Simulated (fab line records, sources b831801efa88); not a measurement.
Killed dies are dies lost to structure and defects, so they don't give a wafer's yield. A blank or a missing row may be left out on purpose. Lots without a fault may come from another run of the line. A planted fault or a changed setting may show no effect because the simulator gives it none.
Which tool did it? | flow sky130 | 15 lots, 45 wafers sampled, at 4 steps of a route of 708

WHAT THE GAUGES READ, wafer by wafer
The record holds no reading of a measuring or inspecting step that can be judged against a usual standard deviation.

WHICH TOOL RAN EACH LOT (tool, then ch and the chambers of the sampled wafers, then the start)
lot  | SKY_VIA1_CMP_24               | SKY_VIA2_SPUTTER_20          | SKY_METAL3_SPUTTER_02        | SKY_METAL3_SPUTTER_03
L258 | cmp-02 ch 0,1, day 34 07:29   | pvd_sputter-03, day 36 14:24 | pvd_sputter-03, day 36 15:07 | pvd_sputter-03, day 36 15:09
L259 | cmp-02 ch 0,3, day 34 12:33   | pvd_sputter-04, day 36 20:20 | pvd_sputter-03, day 36 21:04 | pvd_sputter-03, day 36 21:06
L260 | cmp-02 ch 0,3, day 34 18:07   | pvd_sputter-04, day 37 01:37 | pvd_sputter-02, day 37 02:20 | pvd_sputter-02, day 37 02:22
L261 | cmp-02 ch 0,2,3, day 35 21:51 | pvd_sputter-04, day 38 04:07 | pvd_sputter-03, day 38 04:50 | pvd_sputter-03, day 38 04:52
L264 | cmp-01 ch 1,2,3, day 37 09:40 | pvd_sputter-03, day 39 15:26 | pvd_sputter-04, day 39 16:09 | pvd_sputter-04, day 39 16:11
L267 | cmp-02 ch 1,2, day 37 10:19   | pvd_sputter-03, day 39 16:37 | pvd_sputter-03, day 39 17:20 | pvd_sputter-03, day 39 17:22
L269 | cmp-02 ch 1,2,3, day 38 05:54 | pvd_sputter-04, day 40 10:52 | pvd_sputter-04, day 40 11:35 | pvd_sputter-04, day 40 11:37
L270 | cmp-01 ch 0,1,3, day 38 13:01 | pvd_sputter-04, day 40 17:12 | pvd_sputter-03, day 40 17:55 | pvd_sputter-03, day 40 17:58
L272 | cmp-02 ch 1,2, day 38 23:16   | pvd_sputter-04, day 41 02:40 | pvd_sputter-02, day 41 03:23 | pvd_sputter-02, day 41 03:25
L273 | cmp-02 ch 0,1,2, day 39 09:58 | pvd_sputter-01, day 41 11:23 | -                            | -
L274 | cmp-02 ch 1,3, day 39 14:29   | pvd_sputter-04, day 42 05:50 | -                            | -
L275 | cmp-01 ch 0,1,3, day 39 21:13 | pvd_sputter-01, day 42 08:08 | -                            | -
L278 | cmp-01 ch 0,2,3, day 40 12:00 | pvd_sputter-03, day 42 12:52 | pvd_sputter-03, day 42 13:35 | pvd_sputter-03, day 42 13:38
L279 | cmp-01 ch 1,2,3, day 40 20:56 | pvd_sputter-01, day 42 19:58 | pvd_sputter-04, day 42 20:42 | pvd_sputter-04, day 42 20:44
L280 | cmp-02 ch 1,2, day 40 22:11   | pvd_sputter-01, day 42 22:23 | pvd_sputter-02, day 42 23:06 | pvd_sputter-02, day 42 23:08
- SKY_VIA1_CMP_24: polishes, stops on SiO2, t overpolish 15 s, target thk 0 nm.
- SKY_VIA2_SPUTTER_20: material TiN, target thk 20 nm, time 80 s.
- SKY_METAL3_SPUTTER_02: material AlCu, target thk 735 nm, time 39.1 s.
- SKY_METAL3_SPUTTER_03: material Ti, target thk 5 nm, time 3.3 s.

WHAT THE TOOLS THEMSELVES READ (means of the sampled wafers that have a number; where no wafer has one, the mark that the record gives instead)
SKY_VIA1_CMP_24.
lot  | tool   | motor_current_A (A) | overpolish_run_s (s) | slurry_filter_dp_kPa (kPa) | time_to_endpoint_s (s)
L258 | cmp-02 | 10.7                | 14.997               | 13.50                      | 66.9
L259 | cmp-02 | 9.9                 | 15.000               | 13.62                      | 62.8
L260 | cmp-02 | 9.8                 | 15.003               | 13.55                      | 62.0
L261 | cmp-02 | 10.8                | 14.991               | 13.40                      | 66.2
L264 | cmp-01 | 10.0                | 14.999               | 13.38                      | 65.8
L267 | cmp-02 | 11.7                | 14.999               | 13.55                      | 64.1
L269 | cmp-02 | 11.4                | 14.994               | 13.56                      | 66.7
L270 | cmp-01 | 11.1                | 14.998               | 13.53                      | 67.7
L272 | cmp-02 | 12.1                | 14.995               | 13.50                      | 66.8
L273 | cmp-02 | 10.8                | 14.994               | 13.54                      | 65.9
L274 | cmp-02 | 11.0                | 14.997               | 13.47                      | 65.8
L275 | cmp-01 | 11.3                | 15.005               | 13.60                      | 64.2
L278 | cmp-01 | 10.8                | 14.999               | 13.35                      | 70.3
L279 | cmp-01 | 9.8                 | 15.001               | 13.48                      | 68.2
L280 | cmp-02 | 11.8                | 15.010               | 13.40                      | 64.5

SKY_VIA2_SPUTTER_20.
lot  | tool           | cathode_dc_power_W (W) | chamber_pressure_pa (Pa) | throttle_valve_pct (%)
L258 | pvd_sputter-03 | 4000.0                 | 5.000                    | 30.4
L259 | pvd_sputter-04 | 3999.8                 | 4.997                    | 30.0
L260 | pvd_sputter-04 | 4000.3                 | 4.994                    | 30.1
L261 | pvd_sputter-04 | 3999.7                 | 4.995                    | 30.1
L264 | pvd_sputter-03 | 4000.3                 | 4.993                    | 30.3
L267 | pvd_sputter-03 | 4000.3                 | 5.000                    | 30.9
L269 | pvd_sputter-04 | 4000.0                 | 5.003                    | 30.4
L270 | pvd_sputter-04 | 3999.8                 | 5.003                    | 30.4
L272 | pvd_sputter-04 | 4000.5                 | 4.994                    | 30.1
L273 | pvd_sputter-01 | -                      | -                        | -
L274 | pvd_sputter-04 | -                      | -                        | -
L275 | pvd_sputter-01 | -                      | -                        | -
L278 | pvd_sputter-03 | 4000.4                 | 4.991                    | 30.1
L279 | pvd_sputter-01 | 4000.3                 | 5.005                    | 30.9
L280 | pvd_sputter-01 | 4000.5                 | 4.989                    | 30.5

SKY_METAL3_SPUTTER_02.
lot  | tool           | cathode_dc_power_W (W) | chamber_pressure_pa (Pa) | throttle_valve_pct (%)
L258 | pvd_sputter-03 | 10601                  | 0.3997                   | 30.8
L259 | pvd_sputter-03 | 10600                  | 0.4000                   | 30.8
L260 | pvd_sputter-02 | 10601                  | 0.3996                   | 29.6
L261 | pvd_sputter-03 | 10598                  | 0.3995                   | 30.5
L264 | pvd_sputter-04 | 10600                  | 0.3995                   | 30.1
L267 | pvd_sputter-03 | 10599                  | 0.4001                   | 30.5
L269 | pvd_sputter-04 | 10600                  | 0.3993                   | 30.3
L270 | pvd_sputter-03 | 10600                  | 0.3993                   | 31.0
L272 | pvd_sputter-02 | 10601                  | 0.4001                   | 30.3
L278 | pvd_sputter-03 | 10601                  | 0.4000                   | 30.6
L279 | pvd_sputter-04 | 10598                  | 0.3998                   | 30.2
L280 | pvd_sputter-02 | 10600                  | 0.4003                   | 30.2

SKY_METAL3_SPUTTER_03.
lot  | tool           | cathode_dc_power_W (W) | chamber_pressure_pa (Pa) | throttle_valve_pct (%)
L258 | pvd_sputter-03 | 2999.9                 | 0.3995                   | 30.7
L259 | pvd_sputter-03 | 3000.5                 | 0.3995                   | 30.9
L260 | pvd_sputter-02 | 2999.3                 | 0.3999                   | 29.6
L261 | pvd_sputter-03 | 3000.1                 | 0.3998                   | 30.4
L264 | pvd_sputter-04 | 2999.9                 | 0.4004                   | 30.0
L267 | pvd_sputter-03 | 3000.4                 | 0.4004                   | 30.7
L269 | pvd_sputter-04 | 3000.1                 | 0.4010                   | 30.2
L270 | pvd_sputter-03 | 2999.9                 | 0.3999                   | 31.2
L272 | pvd_sputter-02 | 3000.1                 | 0.4004                   | 30.3
L278 | pvd_sputter-03 | 3000.4                 | 0.4005                   | 30.4
L279 | pvd_sputter-04 | 3000.1                 | 0.4000                   | 30.2
L280 | pvd_sputter-02 | 2999.4                 | 0.3996                   | 30.3

THE ANSWER, worked out from the rows above alone
Rule: what is usual is taken from the lots themselves. Put in order of their means at a reading, lots are off if they are a third of the lots or fewer, leave a main group of 4 or more, and stand apart from it by a gap of 3 or more times the standard deviation of the main group's means; of several such gaps the widest counts. A main group whose means are all the same, to the digits that the tables above print for the reading, isn't used. A lot without any number at a reading at which 4 lots or more have one is off too. The other lots that the step has rows for count as sound. The gauges are gone through in route order, then the tools' own readings, and for those a lot's mean is taken as printed above. The first step at which some lot is off is used, and at that step the reading that is off furthest; a lot without a number counts as furthest.
Off: L273, L274, L275, at SKY_VIA2_SPUTTER_20 (cathode_dc_power_W). Without a number there: L273, L274, L275. The main group: mean 4000.2 W, standard deviation 0.27.
A tool fits if, at that step or a process step before it, it ran every lot that is off, and no sound lot after the first of them. None of those tried fits.

WHAT THE SIMULATOR HAD PUT IN
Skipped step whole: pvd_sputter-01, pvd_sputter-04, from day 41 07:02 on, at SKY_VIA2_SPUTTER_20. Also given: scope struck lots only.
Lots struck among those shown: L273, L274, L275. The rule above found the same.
